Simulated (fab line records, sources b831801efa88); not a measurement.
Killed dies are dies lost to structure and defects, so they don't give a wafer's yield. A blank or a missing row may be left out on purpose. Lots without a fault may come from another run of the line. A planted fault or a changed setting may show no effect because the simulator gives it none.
Which tool did it? | flow gf180mcu | 13 lots, 39 wafers sampled, at 6 steps of a route of 602

WHAT THE GAUGES READ, wafer by wafer
GF_HV_LDD_OVL_MEAS_20.
lot  | measured     | on         | HV_LDD_01_OVL (nm)
L186 | day 11 05:13 | overlay-01 | 2.2 0.3 1.2
L187 | day 11 13:47 | overlay-02 | -0.4 -1.0 0.3
L188 | day 11 21:43 | overlay-02 | -0.6 0.2 -0.3
L189 | day 12 03:35 | overlay-01 | -0.6 0.9 0.1
L190 | day 12 13:32 | overlay-02 | -0.7 0.1 0.5
L191 | day 12 17:16 | overlay-02 | 1.2 1.3 0.4
L192 | day 13 01:17 | overlay-02 | 1.6 0.2 0.5
L193 | day 13 06:29 | overlay-01 | 1.7 2.3 -0.4
L194 | day 13 17:08 | overlay-01 | -0.9 -1.6 -2.0
L203 | day 16 10:53 | overlay-01 | -1.6 -1.1 -2.4
L204 | day 17 00:34 | overlay-02 | -1.3 -3.1 -1.7
L206 | day 17 08:58 | overlay-02 | -0.6 -1.8 0.0
L207 | day 17 21:38 | overlay-02 | -1.5 -0.7 0.8

GF_PSD_RS_MEAS_14: measures by four-point-probe.
lot  | measured     | on            | NSD_RS (ohm/sq)
L186 | day 14 17:20 | film_metro-01 | 45.70 45.63 45.76
L187 | day 15 03:17 | film_metro-04 | 45.72 45.83 45.78
L188 | day 15 13:24 | film_metro-01 | 45.89 45.83 45.75
L189 | day 15 19:17 | film_metro-02 | 45.72 45.79 45.56
L190 | day 16 06:43 | film_metro-01 | 45.77 45.75 45.80
L191 | day 16 10:41 | film_metro-02 | 45.64 45.70 45.68
L192 | day 16 19:31 | film_metro-01 | 45.72 45.88 45.76
L193 | day 17 01:10 | film_metro-04 | 46.00 45.88 45.90
L194 | day 17 14:11 | film_metro-02 | 45.72 45.62 45.68
L203 | day 20 13:58 | film_metro-01 | 43.97 44.02 44.00
L204 | day 21 06:30 | film_metro-01 | 43.90 43.99 43.98
L206 | day 21 15:55 | film_metro-02 | 45.62 45.72 45.73
L207 | day 22 02:46 | film_metro-01 | 45.93 45.81 45.87

GF_PSD_RS_MEAS_15: measures by four-point-probe.
lot  | measured     | on            | PSD_RS (ohm/sq)
L186 | day 14 17:27 | film_metro-01 | 108.25 108.48 108.38
L187 | day 15 03:24 | film_metro-04 | 108.04 108.41 108.28
L188 | day 15 13:31 | film_metro-01 | 108.86 108.60 108.89
L189 | day 15 19:24 | film_metro-02 | 108.33 108.22 108.14
L190 | day 16 06:50 | film_metro-01 | 108.67 108.52 108.64
L191 | day 16 10:49 | film_metro-02 | 108.06 108.00 108.12
L192 | day 16 19:38 | film_metro-01 | 108.59 108.69 108.77
L193 | day 17 01:17 | film_metro-04 | 108.91 108.99 108.85
L194 | day 17 14:18 | film_metro-02 | 108.71 107.89 108.32
L203 | day 20 14:05 | film_metro-01 | 102.50 102.75 102.80
L204 | day 21 06:37 | film_metro-01 | 102.77 102.72 103.11
L206 | day 21 16:02 | film_metro-02 | 108.49 108.34 108.05
L207 | day 22 02:53 | film_metro-01 | 108.85 108.51 108.94

GF_SALICIDE_RS_MEAS_04: measures by four-point-probe.
lot  | measured     | on            | SALICIDE_TIN_RS (ohm/sq)
L186 | day 15 16:26 | film_metro-03 | 16.74 16.25 16.54
L187 | day 16 01:46 | film_metro-01 | 16.23 16.73 16.39
L188 | day 16 12:04 | film_metro-03 | 16.32 16.54 16.13
L189 | day 16 18:17 | film_metro-02 | 16.37 16.54 16.48
L190 | day 17 05:05 | film_metro-03 | 16.47 16.48 16.21
L191 | day 17 09:31 | film_metro-02 | 16.65 16.71 16.40
L192 | day 17 18:38 | film_metro-02 | 15.94 16.52 16.08
L193 | day 18 01:07 | film_metro-03 | 16.05 16.51 16.56
L194 | day 18 13:46 | film_metro-03 | 16.43 16.45 16.55
L203 | day 21 14:52 | film_metro-02 | 16.48 16.26 16.49
L204 | day 22 06:58 | film_metro-02 | 16.14 16.63 15.93
L206 | day 22 16:16 | film_metro-03 | 16.18 16.62 16.27
L207 | day 23 02:44 | film_metro-02 | 15.68 15.91 15.97

GF_CONTACT_CD_MEAS_14: target cd 220 nm.
lot  | measured     | on        | cd_nm (nm)
L186 | day 16 15:47 | cd_sem-02 | 222.2 222.7 222.9
L187 | day 17 01:17 | cd_sem-01 | 220.2 217.9 221.4
L188 | day 17 11:15 | cd_sem-01 | 219.6 221.1 220.2
L189 | day 17 16:51 | cd_sem-02 | 218.1 218.8 217.9
L190 | day 18 06:19 | cd_sem-02 | 220.0 218.8 220.2
L191 | day 18 10:29 | cd_sem-02 | 220.0 220.2 220.2
L192 | day 18 19:11 | cd_sem-02 | 219.1 220.0 217.6
L193 | day 19 01:40 | cd_sem-01 | 220.5 220.3 218.3
L194 | day 19 14:18 | cd_sem-02 | 221.7 222.3 221.6
L203 | day 22 14:46 | cd_sem-02 | 219.9 219.4 220.0
L204 | day 23 06:39 | cd_sem-02 | 220.0 220.7 221.1
L206 | day 23 15:54 | cd_sem-01 | 218.0 218.6 218.0
L207 | day 24 02:34 | cd_sem-02 | 218.5 218.3 217.9

WHICH TOOL RAN EACH LOT (tool, then ch and the chambers of the sampled wafers, then the start)
lot  | GF_PSD_RTA_13
L186 | rtp_anneal-02 ch 0, day 14 17:14
L187 | rtp_anneal-02 ch 0, day 15 03:11
L188 | rtp_anneal-02 ch 0, day 15 13:19
L189 | rtp_anneal-02 ch 0, day 15 19:11
L190 | rtp_anneal-02 ch 0, day 16 06:38
L191 | rtp_anneal-01 ch 0, day 16 10:36
L192 | rtp_anneal-01 ch 0, day 16 19:26
L193 | rtp_anneal-01 ch 0, day 17 01:05
L194 | rtp_anneal-02 ch 0, day 17 14:05
L203 | rtp_anneal-02 ch 0, day 20 13:53
L204 | rtp_anneal-02 ch 0, day 21 06:25
L206 | rtp_anneal-01 ch 0, day 21 15:49
L207 | rtp_anneal-01 ch 0, day 22 02:41
- GF_PSD_RTA_13: time 20 s.

WHAT THE TOOLS THEMSELVES READ (means of the sampled wafers that have a number; where no wafer has one, the mark that the record gives instead)
GF_PSD_RTA_13.
lot  | tool          | lamp_power_pct (%) | wafer_temp_C_max
L186 | rtp_anneal-02 | 32.5               | 1030.2
L187 | rtp_anneal-02 | 32.5               | 1030.4
L188 | rtp_anneal-02 | 32.5               | 1030.9
L189 | rtp_anneal-02 | 32.5               | 1030.7
L190 | rtp_anneal-02 | 32.5               | 1031.8
L191 | rtp_anneal-01 | 29.6               | 1031.4
L192 | rtp_anneal-01 | 29.6               | 1031.1
L193 | rtp_anneal-01 | 29.6               | 1032.5
L194 | rtp_anneal-02 | 32.5               | 1030.7
L203 | rtp_anneal-02 | 33.6               | 1030.6
L204 | rtp_anneal-02 | 33.6               | 1030.7
L206 | rtp_anneal-01 | 29.6               | 1033.1
L207 | rtp_anneal-01 | 29.6               | 1031.6

THE ANSWER, worked out from the rows above alone
Rule: what is usual is taken from the lots themselves. Put in order of their means at a reading, lots are off if they are a third of the lots or fewer, leave a main group of 4 or more, and stand apart from it by a gap of 3 or more times the standard deviation of the main group's means; of several such gaps the widest counts. A main group whose means are all the same, to the digits that the tables above print for the reading, isn't used. A lot without any number at a reading at which 4 lots or more have one is off too. The other lots that the step has rows for count as sound. The gauges are gone through in route order, then the tools' own readings, and for those a lot's mean is taken as printed above. The first step at which some lot is off is used, and at that step the reading that is off furthest; a lot without a number counts as furthest.
Off: L203, L204, at GF_PSD_RS_MEAS_14 (NSD_RS). The main group: mean 45.76 ohm/sq, standard deviation 0.082.
A tool fits if, at a process step before that reading, it ran every lot that is off, and no sound lot after the first of them. The gauges at GF_PSD_RS_MEAS_14 are tried like those tools. One fits: rtp_anneal-02 at GF_PSD_RTA_13. Its last sound lot is L194 (day 17 14:05), its first lot that is off L203 (day 20 13:53): a fault that began between those two fits.

WHAT THE SIMULATOR HAD PUT IN
Process parameter drift: rtp_anneal-02, from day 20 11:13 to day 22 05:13, at GF_PSD_RTA_13. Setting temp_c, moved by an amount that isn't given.
Lots struck among those shown: L203, L204. The rule above found the same.
